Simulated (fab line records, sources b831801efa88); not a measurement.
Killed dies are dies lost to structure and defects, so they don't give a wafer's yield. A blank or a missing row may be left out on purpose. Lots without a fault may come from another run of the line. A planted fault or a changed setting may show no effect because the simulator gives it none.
Which tool did it? | flow gf180mcu | 13 lots, 39 wafers sampled, at 6 steps of a route of 602

WHAT THE GAUGES READ, wafer by wafer
GF_VT_IMPLANT_OVL_MEAS_18.
lot  | measured     | on         | VT_IMPLANT_01_OVL (nm)
L603 | day 6 05:40  | overlay-02 | 0.4 0.7 0.2
L604 | day 6 09:58  | overlay-02 | -1.1 -0.3 0.3
L606 | day 7 02:19  | overlay-01 | 2.2 0.5 1.1
L607 | day 7 07:39  | overlay-01 | 1.9 0.9 3.3
L608 | day 7 14:04  | overlay-02 | 1.3 -0.5 0.5
L610 | day 8 04:08  | overlay-02 | 2.0 1.7 1.2
L615 | day 9 13:13  | overlay-01 | 0.3 0.6 1.6
L616 | day 9 18:59  | overlay-01 | 3.2 3.9 2.6
L617 | day 10 00:55 | overlay-02 | - - -
L618 | day 10 06:01 | overlay-01 | 0.5 0.8 2.0
L621 | day 11 00:13 | overlay-01 | 1.2 1.9 2.1
L623 | day 11 13:37 | overlay-02 | 2.6 3.4 3.5
L624 | day 11 18:01 | overlay-01 | 2.6 3.7 3.9

GF_VT_IMPLANT_TW_MEAS_21.
lot  | measured     | on            | VT_IMPLANT_2_TW
L603 | day 6 05:57  | film_metro-01 | 1223 1231 1224
L604 | day 6 10:14  | film_metro-03 | 1222 1219 1227
L606 | day 7 02:36  | film_metro-04 | 1206 1203 1202
L607 | day 7 07:56  | film_metro-01 | 1227 1217 1222
L608 | day 7 14:20  | film_metro-04 | 1206 1203 1207
L610 | day 8 04:25  | film_metro-04 | 1212 1214 1216
L615 | day 9 13:29  | film_metro-04 | 1211 1199 1205
L616 | day 9 19:17  | film_metro-03 | 1215 1212 1214
L617 | day 10 01:11 | film_metro-01 | 30 30 30
L618 | day 10 06:19 | film_metro-01 | 1224 1230 1225
L621 | day 11 00:29 | film_metro-01 | 1228 1225 1221
L623 | day 11 13:53 | film_metro-04 | 1189 1189 1190
L624 | day 11 18:19 | film_metro-04 | 1194 1200 1190

GF_HV_LDD_CD_MEAS_31: target cd 400 nm.
lot  | measured     | on        | cd_nm (nm)
L603 | day 11 12:47 | cd_sem-02 | 401.7 403.9 401.3
L604 | day 11 16:36 | cd_sem-02 | 402.7 404.2 401.1
L606 | day 12 15:17 | cd_sem-02 | 400.4 399.9 397.2
L607 | day 12 19:13 | cd_sem-02 | 398.5 401.6 399.0
L608 | day 13 00:40 | cd_sem-02 | 400.4 399.2 398.8
L610 | day 13 20:45 | cd_sem-01 | 406.9 405.7 404.0
L615 | day 15 17:24 | cd_sem-02 | 403.1 402.5 401.5
L616 | day 16 02:10 | cd_sem-02 | 402.3 401.7 400.5
L618 | day 16 15:04 | cd_sem-02 | 398.9 401.2 399.1
L621 | day 17 14:48 | cd_sem-02 | 398.4 398.9 399.8
L623 | day 18 04:00 | cd_sem-01 | 400.1 402.5 399.8
L624 | day 18 07:37 | cd_sem-01 | 402.0 401.0 400.4

GF_HV_LDD_OVL_MEAS_32.
lot  | measured     | on         | HV_LDD_02_OVL (nm)
L603 | day 11 12:53 | overlay-01 | 1.3 2.8 3.8
L604 | day 11 16:43 | overlay-01 | 0.3 0.4 0.9
L606 | day 12 15:23 | overlay-02 | 3.5 3.5 3.9
L607 | day 12 19:20 | overlay-01 | 0.1 -0.4 -1.0
L608 | day 13 00:47 | overlay-02 | 0.5 3.4 2.1
L610 | day 13 20:51 | overlay-02 | 2.9 1.7 0.5
L615 | day 15 17:31 | overlay-01 | 2.1 3.1 2.1
L616 | day 16 02:16 | overlay-01 | 0.5 1.8 1.8
L618 | day 16 15:08 | overlay-02 | 0.2 0.7 -0.3
L621 | day 17 14:55 | overlay-01 | -0.3 -0.8 0.6
L623 | day 18 04:07 | overlay-02 | 1.1 -0.4 0.1
L624 | day 18 07:43 | overlay-01 | 1.8 1.1 1.8

WHICH TOOL RAN EACH LOT (tool, then ch and the chambers of the sampled wafers, then the start)
lot  | GF_VT_IMPLANT_EXPOSE_15             | GF_VT_IMPLANT_STRIP_42
L603 | iline_stepper-01 ch 0, day 5 22:32  | plasma_asher-03 ch 0,1, day 7 12:22
L604 | iline_stepper-01 ch 0, day 6 02:52  | plasma_asher-03 ch 0,1, day 7 17:11
L606 | iline_stepper-01 ch 0, day 6 18:23  | plasma_asher-02 ch 0,1, day 8 10:10
L607 | iline_stepper-02 ch 0, day 7 00:24  | plasma_asher-02 ch 0,1, day 8 17:02
L608 | iline_stepper-01 ch 0, day 7 05:56  | plasma_asher-03 ch 0,1, day 8 22:46
L610 | iline_stepper-02 ch 0, day 7 19:57  | plasma_asher-01 ch 0,1, day 9 13:55
L615 | iline_stepper-01 ch 0, day 9 05:23  | plasma_asher-02 ch 0,1, day 11 01:02
L616 | iline_stepper-01 ch 0, day 9 10:35  | plasma_asher-03 ch 0,1, day 11 08:12
L617 | iline_stepper-02 ch 0, day 9 16:21  | plasma_asher-02 ch 1, day 11 14:05
L618 | iline_stepper-02 ch 0, day 9 21:38  | plasma_asher-01 ch 0,1, day 11 19:25
L621 | iline_stepper-02 ch 0, day 10 15:38 | plasma_asher-02 ch 0,1, day 12 14:49
L623 | iline_stepper-02 ch 0, day 11 04:20 | plasma_asher-02 ch 0,1, day 13 03:58
L624 | iline_stepper-02 ch 0, day 11 09:06 | plasma_asher-01 ch 0,1, day 13 08:48
- GF_VT_IMPLANT_EXPOSE_15: exposes mask Nwell LV AREA, target cd 860 nm.
- GF_VT_IMPLANT_STRIP_42: strips in O2/N2.

WHAT THE TOOLS THEMSELVES READ (means of the sampled wafers that have a number; where no wafer has one, the mark that the record gives instead)
GF_VT_IMPLANT_STRIP_42.
lot  | tool            | drypump_motor_current_A (A) | heater_power_w (W) | oes_product_au (a.u.) | strip_time_to_endpoint_s (s)
L603 | plasma_asher-03 | 5.8                         | 349                | 0.720                 | 12.67
L604 | plasma_asher-03 | 5.8                         | 349                | 0.714                 | 12.70
L606 | plasma_asher-02 | 5.3                         | 307                | 0.712                 | 12.62
L607 | plasma_asher-02 | 5.3                         | 308                | 0.717                 | 12.63
L608 | plasma_asher-03 | 5.8                         | 350                | 0.716                 | 12.63
L610 | plasma_asher-01 | 5.7                         | 345                | 0.719                 | 12.60
L615 | plasma_asher-02 | 5.3                         | 295                | 0.715                 | 12.68
L616 | plasma_asher-03 | 5.8                         | 353                | 0.712                 | 12.66
L617 | plasma_asher-02 | 5.1                         | 311                | 0.715                 | 12.63
L618 | plasma_asher-01 | 5.8                         | 343                | 0.716                 | 12.59
L621 | plasma_asher-02 | 5.3                         | 308                | 0.714                 | 12.64
L623 | plasma_asher-02 | 5.3                         | 306                | 0.712                 | 12.64
L624 | plasma_asher-01 | 5.8                         | 327                | 0.715                 | 12.60

THE ANSWER, worked out from the rows above alone
Rule: what is usual is taken from the lots themselves. Put in order of their means at a reading, lots are off if they are a third of the lots or fewer, leave a main group of 4 or more, and stand apart from it by a gap of 3 or more times the standard deviation of the main group's means; of several such gaps the widest counts. A main group whose means are all the same, to the digits that the tables above print for the reading, isn't used. A lot without any number at a reading at which 4 lots or more have one is off too. The other lots that the step has rows for count as sound. The gauges are gone through in route order, then the tools' own readings, and for those a lot's mean is taken as printed above. The first step at which some lot is off is used, and at that step the reading that is off furthest; a lot without a number counts as furthest.
Off: L617, at GF_VT_IMPLANT_OVL_MEAS_18 (VT_IMPLANT_01_OVL). Without a number there: L617. The main group: mean 1.6 nm, standard deviation 1.2.
A tool fits if, at a process step before that reading, it ran every lot that is off, and no sound lot after the first of them. The gauges at GF_VT_IMPLANT_OVL_MEAS_18 aren't tried: what is off there is off at GF_VT_IMPLANT_TW_MEAS_21 too, on other tools, and a gauge's error can't cause that. None of those tried fits.

WHAT THE SIMULATOR HAD PUT IN
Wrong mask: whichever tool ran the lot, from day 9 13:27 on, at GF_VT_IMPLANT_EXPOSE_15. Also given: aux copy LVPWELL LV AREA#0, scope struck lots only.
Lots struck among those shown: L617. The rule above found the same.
